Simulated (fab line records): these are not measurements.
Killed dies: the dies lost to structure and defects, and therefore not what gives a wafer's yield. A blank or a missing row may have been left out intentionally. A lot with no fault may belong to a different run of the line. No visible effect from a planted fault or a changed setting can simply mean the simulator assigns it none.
Which tool was responsible? | flow gf180mcu | 33 wafers from 11 lots sampled at 6 of the route's 602 steps

## WHAT THE GAUGES READ, wafer by wafer
GF_HV_LDD_THK_MEAS_57. Usual: for HV_LDD_CVD_56_THK the level is 89.9 nm and the standard deviation is 0.98.
lot  | measured     | on            | HV_LDD_CVD_56_THK (nm) | flag
L703 | day 12 22:47 | film metro-04 | 90.1 90.5 89.8         |
L706 | day 13 20:46 | film metro-04 | 90.2 89.7 90.1         |
L707 | day 14 04:05 | film metro-04 | 90.1 89.5 89.6         |
L708 | day 14 13:35 | film metro-02 | 90.3 89.8 90.3         |
L709 | day 15 00:18 | film metro-01 | 90.3 90.1 90.1         |
L711 | day 15 12:46 | film metro-04 | 90.0 88.8 89.7         |
L713 | day 16 11:06 | film metro-04 | 88.3 87.9 87.3         |
L715 | day 16 20:37 | film metro-04 | 90.1 89.3 90.1         |
L719 | day 18 12:34 | film metro-04 | 90.6 90.4 89.8         |
L720 | day 18 13:44 | film metro-02 | 86.5 80.5 78.5         | OFF
L721 | day 18 21:01 | film metro-04 | 87.8 86.6 80.6         | OFF

GF_SAB_OVL_MEAS_10. Usual: for SAB_OVL the level is 1.0 nm and the standard deviation is 1.4.
lot  | measured     | on         | SAB_OVL (nm)   | flag
L703 | day 15 12:52 | overlay-02 | 2.8 3.1 3.4    |
L706 | day 16 14:25 | overlay-02 | 2.2 4.6 3.0    |
L707 | day 16 22:44 | overlay-02 | -0.1 0.0 0.6   |
L708 | day 17 08:49 | overlay-01 | 3.1 2.9 2.8    |
L709 | day 17 20:44 | overlay-02 | -0.5 1.1 -0.6  |
L711 | day 18 10:58 | overlay-01 | -0.9 -1.0 -2.1 |
L713 | day 19 10:49 | overlay-01 | 1.5 0.2 -0.4   |
L715 | day 19 22:10 | overlay-02 | -0.5 0.1 0.4   |
L719 | day 21 14:25 | overlay-02 | 1.5 0.6 1.2    |
L720 | day 21 15:01 | overlay-02 | 0.8 1.9 0.0    |
L721 | day 21 21:34 | overlay-02 | 0.5 0.5 0.8    |

## WHAT TOOL EACH LOT RAN ON (gives the tool, then ch and the chambers of the sampled wafers, and finally the start)
lot  | GF_VT_IMPLANT_STRIP_42               | GF_HV_LDD_STRIP_49                   | GF_HV_LDD_CVD_56            | GF_HV_LDD_ETCHBACK_58
L703 | plasma asher-03 ch 0,1, day 7 19:56  | plasma asher-03 ch 1, day 12 19:49   | lpcvd-02 ch 0, day 12 21:22 | rie diel-01 ch 1,3, day 12 22:51
L706 | plasma asher-03 ch 0,1, day 8 17:38  | plasma asher-04 ch 0,1, day 13 17:52 | lpcvd-01 ch 1, day 13 19:20 | rie diel-01 ch 1,3, day 13 20:49
L707 | plasma asher-01 ch 0,1, day 8 22:08  | plasma asher-03 ch 0,1, day 14 01:12 | lpcvd-01 ch 1, day 14 02:38 | rie diel-01 ch 1,3, day 14 04:08
L708 | plasma asher-04 ch 0,1, day 9 05:00  | plasma asher-03 ch 0,1, day 14 10:40 | lpcvd-01 ch 0, day 14 12:08 | rie diel-01 ch 0,1, day 14 13:38
L709 | plasma asher-04 ch 0,1, day 9 17:07  | plasma asher-02 ch 0,1, day 14 20:29 | lpcvd-01 ch 1, day 14 22:51 | rie diel-01 ch 0,1,3, day 15 00:20
L711 | plasma asher-03 ch 0,1, day 10 02:23 | plasma asher-03 ch 0,1, day 15 09:49 | lpcvd-01 ch 0, day 15 11:20 | rie diel-03 ch 0,1,3, day 15 12:50
L713 | plasma asher-04 ch 0,1, day 10 19:59 | plasma asher-02 ch 0,1, day 16 07:54 | lpcvd-01 ch 0, day 16 09:40 | rie diel-03 ch 1,2,3, day 16 11:10
L715 | plasma asher-01 ch 0,1, day 11 04:47 | plasma asher-04 ch 0,1, day 16 17:43 | lpcvd-02 ch 0, day 16 19:11 | rie diel-01 ch 1,2,3, day 16 20:41
L719 | plasma asher-03 ch 0,1, day 12 10:00 | plasma asher-04 ch 0,1, day 18 09:39 | lpcvd-02 ch 1, day 18 11:08 | rie diel-01 ch 1,2, day 18 12:37
L720 | plasma asher-03 ch 0,1, day 12 13:20 | plasma asher-04 ch 0,1, day 18 10:49 | lpcvd-01 ch 1, day 18 12:17 | rie diel-04 ch 2,3, day 18 13:47
L721 | plasma asher-03 ch 0,1, day 12 20:35 | plasma asher-02 ch 0,1, day 18 18:07 | lpcvd-01 ch 1, day 18 19:36 | rie diel-03 ch 0,1, day 18 21:05
- GF_VT_IMPLANT_STRIP_42: strips in O2/N2.
- GF_HV_LDD_STRIP_49: strips in O2/N2.
- GF_HV_LDD_CVD_56: deposits Si3N4 from DCS/NH3, target thk 90 nm, time 1543 s.
- GF_HV_LDD_ETCHBACK_58: etches Si3N4 in CH3F/O2, stops on SiO2, time 100 s, target depth 90 nm.

## AS READ BY THE TOOLS THEMSELVES (means over the sampled wafers that have a number; for cases with no such wafer, the mark the record gives instead)
GF_VT_IMPLANT_STRIP_42. Usual: drypump motor current A 5.9 A, standard deviation 0.5; heater power w 307 W, standard deviation 27; oes product au 0.716 a.u., standard deviation 0.0049; strip time to endpoint s 12.634 s, standard deviation 0.03.
lot  | tool            | drypump motor current A (A) | heater power w (W) | oes product au (a.u.) | strip time to endpoint s (s) | flag
L703 | plasma asher-03 | 5.6                         | 303                | 0.718                 | 12.637                       |
L706 | plasma asher-03 | 5.4                         | 302                | 0.715                 | 12.643                       |
L707 | plasma asher-01 | 5.8                         | 277                | 0.717                 | 12.577                       |
L708 | plasma asher-04 | 6.2                         | 322                | 0.712                 | 12.674                       |
L709 | plasma asher-04 | 6.3                         | 327                | 0.715                 | 12.606                       |
L711 | plasma asher-03 | 5.6                         | 308                | 0.718                 | 12.611                       |
L713 | plasma asher-04 | 6.3                         | 323                | 0.716                 | 12.651                       |
L715 | plasma asher-01 | 5.5                         | 304                | 0.710                 | 12.625                       |
L719 | plasma asher-03 | 5.4                         | 300                | 0.715                 | 12.627                       |
L720 | plasma asher-03 | 5.4                         | 295                | 0.711                 | 12.640                       |
L721 | plasma asher-03 | 5.4                         | 298                | 0.717                 | 12.657                       |

GF_HV_LDD_STRIP_49. Usual: drypump motor current A 5.9 A, standard deviation 0.42; heater power w 315 W, standard deviation 14; oes product au 0.716 a.u., standard deviation 0.0046; strip time to endpoint s 12.62 s, standard deviation 0.038.
lot  | tool            | drypump motor current A (A) | heater power w (W) | oes product au (a.u.) | strip time to endpoint s (s) | flag
L703 | plasma asher-03 | 5.1                         | 296                | 0.715                 | 12.65                        |
L706 | plasma asher-04 | 6.3                         | 324                | 0.714                 | 12.64                        |
L707 | plasma asher-03 | 5.6                         | 307                | 0.715                 | 12.62                        |
L708 | plasma asher-03 | 5.6                         | 308                | 0.716                 | 12.64                        |
L709 | plasma asher-02 | 6.0                         | 322                | 0.717                 | 12.63                        |
L711 | plasma asher-03 | 5.4                         | 297                | 0.717                 | 12.66                        |
L713 | plasma asher-02 | 5.8                         | 312                | 0.716                 | 12.64                        |
L715 | plasma asher-04 | 6.2                         | 320                | 0.715                 | 12.61                        |
L719 | plasma asher-04 | 6.3                         | 320                | 0.715                 | 12.61                        |
L720 | plasma asher-04 | 6.3                         | 326                | 0.712                 | 12.61                        |
L721 | plasma asher-02 | 6.0                         | 324                | 0.712                 | 12.67                        |

GF_HV_LDD_CVD_56. Usual: spike tc centre C 769.5 C, standard deviation 1.1; spike tc top C 784 C, standard deviation 3.7; spike tc upper C 769.5 C, standard deviation 1.2; zone power centre pct 13.0 %, standard deviation 0.64; zone power lower pct 12.5 %, standard deviation 0.92; zone power upper pct 14.4 %, standard deviation 1.3.
lot  | tool     | spike tc centre C (C) | spike tc top C (C) | spike tc upper C (C) | zone power centre pct (%) | zone power lower pct (%) | zone power upper pct (%) | flag
L703 | lpcvd-02 | 768.4                 | 779                | 769.2                | 12.7                      | 10.9                     | 14.7                     |
L706 | lpcvd-01 | 770.2                 | 789                | 771.0                | 12.4                      | 13.4                     | 16.0                     |
L707 | lpcvd-01 | 769.6                 | 789                | 771.0                | 12.4                      | 13.3                     | 16.1                     |
L708 | lpcvd-01 | 769.2                 | 783                | 770.1                | 13.5                      | 12.7                     | 12.9                     |
L709 | lpcvd-01 | 770.2                 | 789                | 769.8                | 12.4                      | 13.3                     | 16.2                     |
L711 | lpcvd-01 | 770.2                 | 781                | 768.6                | 13.6                      | 12.7                     | 13.0                     |
L713 | lpcvd-01 | 770.3                 | 781                | 768.8                | 13.6                      | 12.8                     | 13.0                     |
L715 | lpcvd-02 | 768.7                 | 779                | 769.3                | 12.6                      | 10.9                     | 14.6                     |
L719 | lpcvd-02 | 769.3                 | 785                | 769.8                | 13.9                      | 12.5                     | 13.4                     |
L720 | lpcvd-01 | 745.2                 | 787                | 773.1                | 6.7                       | 16.6                     | 19.7                     | OFF
L721 | lpcvd-01 | 746.6                 | 789                | 773.8                | 6.5                       | 16.8                     | 20.0                     | OFF

GF_HV_LDD_ETCHBACK_58. Usual: drypump motor current A 5.8 A, standard deviation 0.4; oes product au 0.842 a.u., standard deviation 0.007; throttle valve pct 10.560 %, standard deviation 0.0089.
lot  | tool        | drypump motor current A (A) | oes product au (a.u.) | throttle valve pct (%) | flag
L703 | rie diel-01 | 5.5                         | 0.844                 | 10.563                 |
L706 | rie diel-01 | 5.4                         | 0.842                 | 10.568                 |
L707 | rie diel-01 | 5.4                         | 0.840                 | 10.571                 |
L708 | rie diel-01 | 5.8                         | 0.842                 | 10.560                 |
L709 | rie diel-01 | 5.6                         | 0.845                 | 10.559                 |
L711 | rie diel-03 | 6.3                         | 0.838                 | 10.563                 |
L713 | rie diel-03 | 6.2                         | 0.831                 | 10.562                 |
L715 | rie diel-01 | 5.7                         | 0.842                 | 10.565                 |
L719 | rie diel-01 | 6.1                         | 0.842                 | 10.567                 |
L720 | rie diel-04 | 5.6                         | 0.804                 | 10.549                 | OFF
L721 | rie diel-03 | 6.4                         | 0.815                 | 10.569                 | OFF

## THE ANSWER, worked out from the rows above alone
Rule: lot off if the mean of its wafers having a number is beyond 3 standard deviations from the usual mean. A lot without any number at a reading at which 4 lots or more have one is off too. The other lots that the step has rows for count as sound. After the gauges, taken in route order, come the tools' own readings; for these a lot's mean is taken, as printed above. At the first step where some lot is off, the reading lying furthest off is the one used; lots without a number count as furthest.
Off: at GF_HV_LDD_THK_MEAS_57 (HV_LDD_CVD_56_THK), L720, L721.
If a tool, at a process step before that reading, ran all the lots that are off and no sound lot after the first of them, it fits. Not tried: the gauges at GF_HV_LDD_THK_MEAS_57; whatever is off there is also off at GF_HV_LDD_CVD_56, on other tools, and gauge error can't account for it. This does not decide it: 2 tools fit, namely plasma asher-03 at GF_VT_IMPLANT_STRIP_42 and lpcvd-01 at GF_HV_LDD_CVD_56.

## WHAT THE SIMULATOR PUT IN
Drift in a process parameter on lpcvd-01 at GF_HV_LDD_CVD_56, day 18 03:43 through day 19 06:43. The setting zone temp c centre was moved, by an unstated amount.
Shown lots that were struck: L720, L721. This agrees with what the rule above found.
